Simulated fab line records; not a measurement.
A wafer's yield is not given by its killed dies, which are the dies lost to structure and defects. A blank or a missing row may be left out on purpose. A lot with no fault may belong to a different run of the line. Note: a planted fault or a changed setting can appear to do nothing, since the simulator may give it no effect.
The tool behind it: which one? ; flow sfqLine ; Sampling: 14 lots, 42 wafers, 5 of 325 route steps

## WHAT EACH GAUGE READ, for each wafer
SFQ_M2_RS_MEAS_914: uses a four-point probe to measure. Usual: M2_NB_RS gives 0.891 ohm/sq (standard deviation 0.01).
lot;measured;on;M2_NB_RS (ohm/sq);flag
L825;day 24 07:07;filmMetro-03;0.888 0.888 0.887;
L826;day 26 08:59;filmMetro-03;0.894 0.903 0.899;
L827;day 26 11:14;filmMetro-04;0.891 0.894 0.890;
L834;day 34 11:25;filmMetro-03;0.891 1.275 0.895;OFF
L835;day 34 14:58;filmMetro-04;0.880 0.889 0.882;
L837;day 35 01:50;filmMetro-01;1.234 0.888 0.897;OFF
L839;day 36 01:58;filmMetro-03;0.894 0.896 0.897;
L841;day 36 16:21;filmMetro-03;0.872 0.874 0.871;
L843;day 37 22:29;filmMetro-04;0.907 0.907 0.907;
L844;day 38 10:23;filmMetro-03;0.894 0.898 0.895;
L845;day 38 15:57;filmMetro-04;0.894 0.895 0.887;
L846;day 39 03:22;filmMetro-04;0.874 0.878 0.879;
L847;day 39 17:45;filmMetro-01;0.908 0.908 0.899;
L848;day 40 02:35;filmMetro-04;0.888 0.892 0.892;

## TOOL THAT RAN EACH LOT (tool first, then ch and the chambers of the sampled wafers, then the start)
lot;SFQ_TRILAYER_L0_VIA_STRIP_STRIP_017;SFQ_TRILAYER_M0_STRIP_STRIP_025;SFQ_TRILAYER_I0_DEP_PECVD_027;SFQ_TRILAYER_M2_DEP_SPUTTER_055
L825;rieMetal-02 ch 0,1, day 7 12:34;rieMetal-01 ch 0,1, day 12 00:18;pecvd-04 ch 0,1, day 12 01:05;pvdSputter-04, day 24 07:01
L826;rieMetal-02 ch 0,1, day 7 21:58;rieMetal-04 ch 0,1, day 12 10:02;pecvd-04 ch 1,2, day 12 11:20;pvdSputter-04, day 26 08:53
L827;rieMetal-04 ch 0,1, day 8 06:34;rieMetal-02 ch 1, day 12 21:10;pecvd-01 ch 0,2, day 12 22:19;pvdSputter-03, day 26 11:05
L834;rieMetal-04 ch 0,1, day 10 20:48;rieMetal-04 ch 0,1, day 15 14:31;pecvd-02 ch 0,1, day 15 15:05;pvdSputter-04, day 34 11:16
L835;rieMetal-02 ch 0,1, day 11 01:24;rieMetal-02 ch 0,1, day 15 19:50;pecvd-04 ch 1,2, day 15 20:36;pvdSputter-06, day 34 14:52
L837;rieMetal-02 ch 0,1, day 11 13:36;rieMetal-01 ch 0,1, day 16 12:40;pecvd-01 ch 0,1,2, day 16 13:17;pvdSputter-04, day 35 01:40
L839;rieMetal-03 ch 0,1, day 12 02:48;rieMetal-01 ch 0,1, day 17 03:22;pecvd-04 ch 0,1,2, day 17 03:56;pvdSputter-03, day 36 01:50
L841;rieMetal-03 ch 0,1, day 12 15:44;rieMetal-01 ch 0,1, day 17 17:44;pecvd-04 ch 0,1,2, day 17 18:30;pvdSputter-03, day 36 16:14
L843;rieMetal-02 ch 1, day 13 10:42;rieMetal-04 ch 0,1, day 18 18:56;pecvd-02 ch 0,1,2, day 18 19:42;pvdSputter-04, day 37 22:23
L844;rieMetal-03 ch 0,1, day 13 19:28;rieMetal-02 ch 0,1, day 19 04:20;pecvd-01 ch 0,1,2, day 19 05:05;pvdSputter-04, day 38 10:16
L845;rieMetal-02 ch 0,1, day 13 22:42;rieMetal-02 ch 0,1, day 19 07:44;pecvd-04 ch 1,2, day 19 08:31;pvdSputter-04, day 38 15:52
L846;rieMetal-04 ch 0,1, day 14 05:54;rieMetal-01 ch 0,1, day 19 18:40;pecvd-01 ch 1,2, day 19 19:26;pvdSputter-06, day 39 03:16
L847;rieMetal-02 ch 0, day 14 21:25;rieMetal-01 ch 0,1, day 20 14:55;pecvd-04 ch 0,1,2, day 20 15:42;pvdSputter-03, day 39 17:40
L848;rieMetal-04 ch 0,1, day 15 02:13;rieMetal-02 ch 0,1, day 20 22:07;pecvd-01 ch 0,1,2, day 20 22:54;pvdSputter-04, day 40 02:30
- SFQ_TRILAYER_L0_VIA_STRIP_STRIP_017: strips in O2.
- SFQ_TRILAYER_M0_STRIP_STRIP_025: strips in O2.
- SFQ_TRILAYER_I0_DEP_PECVD_027: deposits SiO2 from SiH4/N2O, time 111.11 s, target thk 500 nm.
- SFQ_TRILAYER_M2_DEP_SPUTTER_055: material Nb, target thk 200 nm, time 133.3 s.

## AS READ BY THE TOOLS THEMSELVES (means over the sampled wafers that have a number; for cases with no such wafer, the mark the record gives instead)
SFQ_TRILAYER_L0_VIA_STRIP_STRIP_017. Usual: drypumpMotorCurrentA 5.85 A, standard deviation 0.3; oesProductAu 1.005 a.u., standard deviation 0.011; platenTempC 40.00 C, standard deviation 0.1.
lot;tool;drypumpMotorCurrentA (A);oesProductAu (a.u.);platenTempC (C);flag
L825;rieMetal-02;5.48;1.019;40.10;
L826;rieMetal-02;5.49;1.013;39.93;
L827;rieMetal-04;5.88;0.990;40.03;
L834;rieMetal-04;5.89;0.992;40.10;
L835;rieMetal-02;5.49;1.021;40.07;
L837;rieMetal-02;5.48;1.009;40.05;
L839;rieMetal-03;6.16;1.005;40.08;
L841;rieMetal-03;6.17;1.001;40.09;
L843;rieMetal-02;5.38;1.017;40.10;
L844;rieMetal-03;6.17;0.999;39.91;
L845;rieMetal-02;5.60;1.008;39.91;
L846;rieMetal-04;5.83;0.997;40.00;
L847;rieMetal-02;5.70;1.020;39.93;
L848;rieMetal-04;5.88;1.006;39.93;

SFQ_TRILAYER_M0_STRIP_STRIP_025. Usual: drypumpMotorCurrentA 5.68 A, standard deviation 0.17; oesProductAu 1.002 a.u., standard deviation 0.012; platenTempC 39.99 C, standard deviation 0.12.
lot;tool;drypumpMotorCurrentA (A);oesProductAu (a.u.);platenTempC (C);flag
L825;rieMetal-01;5.59;0.991;39.96;
L826;rieMetal-04;5.84;1.003;40.02;
L827;rieMetal-02;5.40;1.020;39.99;
L834;rieMetal-04;5.83;0.997;40.01;
L835;rieMetal-02;5.50;1.013;39.86;
L837;rieMetal-01;5.60;1.001;39.98;
L839;rieMetal-01;5.59;0.989;40.12;
L841;rieMetal-01;5.58;0.993;39.94;
L843;rieMetal-04;5.84;1.000;39.91;
L844;rieMetal-02;5.62;1.009;40.07;
L845;rieMetal-02;5.61;1.017;39.98;
L846;rieMetal-01;5.59;0.989;40.17;
L847;rieMetal-01;5.60;0.985;40.04;
L848;rieMetal-02;5.50;1.009;39.81;

SFQ_TRILAYER_I0_DEP_PECVD_027. Usual: heaterPowerW 84 W, standard deviation 13; throttleValvePct 24.7 %, standard deviation 0.93.
lot;tool;heaterPowerW (W);throttleValvePct (%);flag
L825;pecvd-04;82;24.0;
L826;pecvd-04;100;24.0;
L827;pecvd-01;90;25.3;
L834;pecvd-02;65;23.8;
L835;pecvd-04;86;24.4;
L837;pecvd-01;79;25.3;
L839;pecvd-04;92;24.4;
L841;pecvd-04;86;24.5;
L843;pecvd-02;74;23.5;
L844;pecvd-01;81;25.5;
L845;pecvd-04;90;24.4;
L846;pecvd-01;74;25.3;
L847;pecvd-04;91;24.7;
L848;pecvd-01;83;25.7;

SFQ_TRILAYER_M2_DEP_SPUTTER_055. Usual: substrateTempC 20.00 C, standard deviation 0.091; throttleValvePct 29.7 %, standard deviation 1.1.
lot;tool;substrateTempC (C);throttleValvePct (%);flag
L825;pvdSputter-04;19.98;29.1;
L826;pvdSputter-04;20.00;28.8;
L827;pvdSputter-03;19.97;30.1;
L834;pvdSputter-04;20.03;29.1;
L835;pvdSputter-06;19.96;30.9;
L837;pvdSputter-04;19.95;29.9;
L839;pvdSputter-03;19.99;30.1;
L841;pvdSputter-03;20.02;29.7;
L843;pvdSputter-04;19.95;30.1;
L844;pvdSputter-04;20.02;29.8;
L845;pvdSputter-04;19.90;29.1;
L846;pvdSputter-06;20.03;30.6;
L847;pvdSputter-03;19.98;29.9;
L848;pvdSputter-04;19.92;28.1;

## THE ANSWER, worked out from the rows above alone
Rule: a lot counts as off when the mean over its wafers that have a number is more than 3 standard deviations away from the usual mean. A lot without any number at a reading at which 4 lots or more have one is off too. All remaining lots with rows at the step are treated as sound. The gauges are gone through in route order, then the tools' own readings, and for those a lot's mean is taken as printed above. At the first step where some lot is off, the reading lying furthest off is the one used; lots without a number count as furthest.
Off: at SFQ_M2_RS_MEAS_914 (M2_NB_RS), L834, L837.
If a tool, at a process step before that reading, ran all the lots that are off and no sound lot after the first of them, it fits. Gauges at SFQ_M2_RS_MEAS_914: tried the same way as those tools. No candidate that was tried fits.

## WHAT HAD BEEN PUT IN BY THE SIMULATOR
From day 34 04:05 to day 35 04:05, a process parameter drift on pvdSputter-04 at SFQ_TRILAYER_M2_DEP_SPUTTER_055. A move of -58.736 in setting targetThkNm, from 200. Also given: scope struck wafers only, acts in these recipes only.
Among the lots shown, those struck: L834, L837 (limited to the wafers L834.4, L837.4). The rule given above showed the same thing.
